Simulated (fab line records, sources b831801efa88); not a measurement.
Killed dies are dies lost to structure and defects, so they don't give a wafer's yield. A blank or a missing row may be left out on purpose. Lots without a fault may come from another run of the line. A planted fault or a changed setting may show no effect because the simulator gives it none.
Which tool did it? | flow sfq_line | 13 lots, 39 wafers sampled, at 3 steps of a route of 325

WHAT THE GAUGES READ, wafer by wafer
SFQ_L0_RS_MEAS_901: measures by four-point-probe.
lot  | measured    | on            | L0_MONX_KI_RS (ohm/sq)
L714 | day 1 17:34 | film_metro-01 | 43.4 43.4 43.5
L716 | day 2 03:35 | film_metro-04 | 43.3 43.2 43.2
L717 | day 2 08:36 | film_metro-04 | 43.2 43.4 43.6
L718 | day 2 13:34 | film_metro-03 | 43.5 43.6 43.3
L719 | day 2 18:34 | film_metro-01 | 43.0 42.4 42.8
L720 | day 2 23:36 | film_metro-01 | 43.1 43.2 43.5
L722 | day 3 09:34 | film_metro-03 | 69.6 43.4 43.0 69.5 43.3 42.9
L723 | day 3 14:36 | film_metro-03 | 43.7 43.6 43.5
L730 | day 5 01:36 | film_metro-01 | 43.8 43.3 43.5
L731 | day 5 06:34 | film_metro-03 | 44.0 43.5 43.9
L733 | day 5 16:36 | film_metro-04 | 42.9 42.7 42.5
L734 | day 5 21:35 | film_metro-03 | 43.8 43.2 43.5
L735 | day 6 02:34 | film_metro-03 | 43.6 43.8 44.3

SFQ_L0_THK_MEAS_902: measures by xrf.
lot  | measured    | on            | L0_MONX_KI_THK (nm)
L714 | day 1 17:41 | film_metro-01 | 39.9 40.2 39.7
L716 | day 2 03:41 | film_metro-04 | 40.2 40.4 40.1
L717 | day 2 08:42 | film_metro-04 | 40.5 39.9 40.0
L718 | day 2 13:41 | film_metro-03 | 39.8 39.8 39.9
L719 | day 2 18:41 | film_metro-01 | 40.7 41.1 40.5
L720 | day 2 23:42 | film_metro-01 | 40.5 40.2 40.1
L722 | day 3 11:13 | film_metro-03 | 24.6 39.7 39.8 24.8 39.6 39.7
L723 | day 3 14:42 | film_metro-03 | 39.1 39.3 39.3
L730 | day 5 01:42 | film_metro-01 | 39.6 40.0 39.7
L731 | day 5 06:41 | film_metro-03 | 39.1 39.6 39.4
L733 | day 5 16:42 | film_metro-04 | 40.5 40.5 40.7
L734 | day 5 21:41 | film_metro-03 | 39.5 39.9 39.9
L735 | day 6 02:41 | film_metro-03 | 39.5 39.2 38.8

WHICH TOOL RAN EACH LOT (tool, then ch and the chambers of the sampled wafers, then the start)
lot  | SFQ_TRILAYER_L0_DEP_SPUTTER_003
L714 | pvd_sputter-03, day 1 17:29
L716 | pvd_sputter-05, day 2 03:29
L717 | pvd_sputter-05, day 2 08:29
L718 | pvd_sputter-06, day 2 13:29
L719 | pvd_sputter-06, day 2 18:29
L720 | pvd_sputter-05, day 2 23:29
L722 | pvd_sputter-06, day 3 09:29
L723 | pvd_sputter-03, day 3 14:29
L730 | pvd_sputter-05, day 5 01:29
L731 | pvd_sputter-03, day 5 06:29
L733 | pvd_sputter-03, day 5 16:29
L734 | pvd_sputter-05, day 5 21:29
L735 | pvd_sputter-03, day 6 02:29
- SFQ_TRILAYER_L0_DEP_SPUTTER_003: material MoNx KI, target thk 40 nm, time 100 s.

WHAT THE TOOLS THEMSELVES READ (means of the sampled wafers that have a number; where no wafer has one, the mark that the record gives instead)
SFQ_TRILAYER_L0_DEP_SPUTTER_003.
lot  | tool           | chamber_pressure_pa (Pa) | throttle_valve_pct (%)
L714 | pvd_sputter-03 | 0.3997                   | 30.7
L716 | pvd_sputter-05 | 0.4012                   | 30.3
L717 | pvd_sputter-05 | 0.4006                   | 29.9
L718 | pvd_sputter-06 | 0.3989                   | 28.6
L719 | pvd_sputter-06 | 0.3997                   | 28.4
L720 | pvd_sputter-05 | 0.3998                   | 30.5
L722 | pvd_sputter-06 | 0.4006                   | 28.4
L723 | pvd_sputter-03 | 0.3997                   | 29.4
L730 | pvd_sputter-05 | 0.4003                   | 30.8
L731 | pvd_sputter-03 | 0.3992                   | 29.4
L733 | pvd_sputter-03 | 0.3998                   | 29.4
L734 | pvd_sputter-05 | 0.3987                   | 30.8
L735 | pvd_sputter-03 | 0.3997                   | 29.4

THE ANSWER, worked out from the rows above alone
Rule: what is usual is taken from the lots themselves. Put in order of their means at a reading, lots are off if they are a third of the lots or fewer, leave a main group of 4 or more, and stand apart from it by a gap of 3 or more times the standard deviation of the main group's means; of several such gaps the widest counts. A main group whose means are all the same, to the digits that the tables above print for the reading, isn't used. A lot without any number at a reading at which 4 lots or more have one is off too. The other lots that the step has rows for count as sound. The gauges are gone through in route order, then the tools' own readings, and for those a lot's mean is taken as printed above. The first step at which some lot is off is used, and at that step the reading that is off furthest; a lot without a number counts as furthest.
Off: L722, at SFQ_L0_RS_MEAS_901 (L0_MONX_KI_RS). The main group: mean 43.4 ohm/sq, standard deviation 0.35.
A tool fits if, at a process step before that reading, it ran every lot that is off, and no sound lot after the first of them. The gauges at SFQ_L0_RS_MEAS_901 are tried like those tools. One fits: pvd_sputter-06 at SFQ_TRILAYER_L0_DEP_SPUTTER_003. Its last sound lot is L719 (day 2 18:29), its first lot that is off L722 (day 3 09:29): a fault that began between those two fits.

WHAT THE SIMULATOR HAD PUT IN
Process parameter drift: pvd_sputter-06, from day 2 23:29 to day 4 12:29, at SFQ_TRILAYER_L0_DEP_SPUTTER_003. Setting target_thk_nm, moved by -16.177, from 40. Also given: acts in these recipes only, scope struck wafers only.
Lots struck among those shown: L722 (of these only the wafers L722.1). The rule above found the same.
